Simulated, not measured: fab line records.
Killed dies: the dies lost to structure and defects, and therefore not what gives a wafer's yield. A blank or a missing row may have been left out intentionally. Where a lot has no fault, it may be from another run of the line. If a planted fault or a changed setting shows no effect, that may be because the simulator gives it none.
Struck lot and sound lot, side by side + flow gf180mcu + 14 out of 602 route steps
Sound: these wafers, L583.1, L583.3, L583.4. Wafers struck: L577.2, L577.4, L577.5. Last of all comes the cause.
Each step with rows lists, per side, the tool, then ch with its chambers, then its first start. Under that, the readings that differ: sound wafers + struck wafers + difference of the means + sigmas: that difference in standard deviations of wafers without a fault.
alike: readings whose means differ by less than 2 such deviations, and words and numbers that are the same on both sides. not compared: withheld readings, readings that some wafer has no value for, bounds like >300 that may hide the same value, and numbers for which the record gives no deviation and whose values overlap.
The two part at a step that has a row with sigmas, a row that says differs or no value, or rows on one side only. Numbers that have no deviation but don't overlap get no sigmas and don't part them. Lack of a reading on every wafer of one side parts them only where that side has two or more wafers.

first, 4 steps without rows for these wafers: GF_V5_SOFTBAKE_10 (time 60 s); GF_V5_EXPOSE_11 (exposes mask Via5, target cd 260 nm); GF_V5_PEB_12 (peb time 90 s); GF_V5_DEVELOP_13 (develop time 60 s).
GF_V5_CD_MEAS_14 targets a cd of 260 nm.
  sound on cd_sem-02, day 32 07:43; struck on cd_sem-02, day 30 21:06
  alike: cd_nm
GF_V5_OVL_MEAS_15:
  sound on overlay-02, day 32 07:50; struck on overlay-01, day 30 21:13
  alike: V5_OVL
GF_V5_ETCH_16: etches BARC in N2/H2.
  sound on rie_diel-01 ch 0,3, day 32 07:52; struck on rie_diel-04 ch 0,2,3, day 30 21:14
  alike: drypump_motor_current_A, oes_product_au, throttle_valve_pct
GF_V5_ETCH_17: etches SiO2 in C4F8/O2/Ar, stops on TiN, target depth 855 nm.
  sound: rie_diel-01 ch 0,3; struck: rie_diel-04 ch 0,2,3
  alike: oes_product_au
GF_V5_STRIP_18: strips in O2/N2.
  sound on plasma_asher-03 ch 0,1, day 32 08:01; struck on plasma_asher-02 ch 0,1, day 30 21:23
  alike: drypump_motor_current_A, heater_power_w, oes_product_au, platen_temp_c
  not compared: rf_hours_counter_h
then, 2 steps without rows for these wafers: GF_V5_STRIP_19 (strips in post etch residue remover, time 1200 s); GF_V5_CLEAN_20 (cleans in DIW).
GF_V5_SPUTTER_21: material Ti, target thk 15 nm, time 80.02 s.
  sound on pvd_sputter-04, day 32 08:34; struck on pvd_sputter-03, day 30 21:56
  alike: cathode_dc_power_W, chamber_pressure_pa, substrate_temp_c, throttle_valve_pct
GF_V5_SPUTTER_22: material TiN, target thk 10 nm, time 40 s.
  sound on pvd_sputter-04, day 32 08:37; struck on pvd_sputter-03, day 30 21:59
  no value came back on the struck wafers for cathode_dc_power_W (W), chamber_pressure_pa (Pa), throttle_valve_pct (%); on the sound wafers cathode_dc_power_W (W) reads 3998.9 4001.3 4000.6
GF_V5_CVD_23: deposits W, target thk 350 nm, time 104.9 s.
  sound on cvd_w-01 ch 0,1, day 32 08:40; struck on cvd_w-02 ch 0,1, day 30 22:02
  alike: heater_power_w

WHERE THEY PART
Within this record, at GF_V5_SPUTTER_22 only. Later steps at which nothing parts them and some readings are alike: GF_V5_CVD_23.

WHY: what the simulator had put in
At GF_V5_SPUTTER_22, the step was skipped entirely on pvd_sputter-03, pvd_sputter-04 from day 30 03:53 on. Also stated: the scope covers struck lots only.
